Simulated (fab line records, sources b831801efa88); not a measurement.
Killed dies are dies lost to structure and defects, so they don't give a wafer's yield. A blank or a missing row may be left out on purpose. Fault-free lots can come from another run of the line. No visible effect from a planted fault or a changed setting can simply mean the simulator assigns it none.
The same fault as seen by 2 desks + flow gf180mcu + each desk holds nothing but its own numbers, with what lay behind them at the end

## AT THE METROLOGY DESK
What the gauges read, lot by lot, whatever tool the lot ran on: means of the sampled wafers that have a number. A lot is out of limits, marked OUT, if its mean lies more than 4 standard deviations from the usual mean; the brackets give that distance.
Columns: A = V3_CVD_02_THK at GF_V3_THK_MEAS_03, usual 852 nm
| lot  | first seen here | A             |
|------|-----------------|---------------|
| L844 | day 21 16:50    | 849           |
| L846 | day 22 17:59    | 853           |
| L849 | day 23 20:15    | 854           |
| L847 | day 23 21:08    | 852           |
| L852 | day 24 22:55    | 842           |
| L856 | day 26 14:13    | 732 (-11) OUT |
| L861 | day 28 07:28    | 851           |
| L862 | day 28 07:56    | 850           |
| L863 | day 28 15:28    | 827           |
| L864 | day 28 17:49    | 847           |
This desk finds L856 out of limits, with the earliest case on L856 at day 26 14:13 (V3_CVD_02_THK at GF_V3_THK_MEAS_03). L844, L846, L849, L847, L852, L861, L862, L863, L864 stayed within limits.

## THE TOOL OWNER'S DESK: pecvd-01
The tool's own readings at GF_V3_CVD_02 (deposits SiO2 from TEOS, target thk 850 nm, time 94.851 s): means of the sampled wafers that have a number, for each lot that ran on this tool. A lot is out of limits, marked OUT, if its mean lies more than 4 standard deviations from the usual mean; the brackets give that distance.
Columns: A = heater-power-w at GF_V3_CVD_02, usual 680 W; B = run-length-s at GF_V3_CVD_02, usual 122.5 s
| lot  | first seen here | A   | B               |
|------|-----------------|-----|-----------------|
| L844 | day 21 16:46    | 687 | 122.4           |
| L846 | day 22 17:54    | 722 | 122.9           |
| L852 | day 24 22:50    | 717 | 122.8           |
| L856 | day 26 14:09    | 699 | 110.9 (-20) OUT |
Finding of this desk: L856 out of limits; the first was L856 at day 26 14:09, on run-length-s at GF_V3_CVD_02. L844, L846, L852 stayed within limits.

## ALL TOGETHER
The tool owner's desk had the chance to raise an alarm at day 26 14:09 on L856.
An alarm was possible from the metrology desk at day 26 14:13, on L856.
The lots listed all ran GF_V3_CVD_02 on pecvd-01.

## WHAT HAD BEEN PUT IN BY THE SIMULATOR
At GF_V3_CVD_02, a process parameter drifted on pecvd-01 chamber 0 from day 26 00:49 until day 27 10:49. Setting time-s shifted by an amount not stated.
Shown lots that were struck: L856.
Hours from the fault's start to each desk's first reading out of limits: the tool owner's desk, 13; the metrology desk, 13.
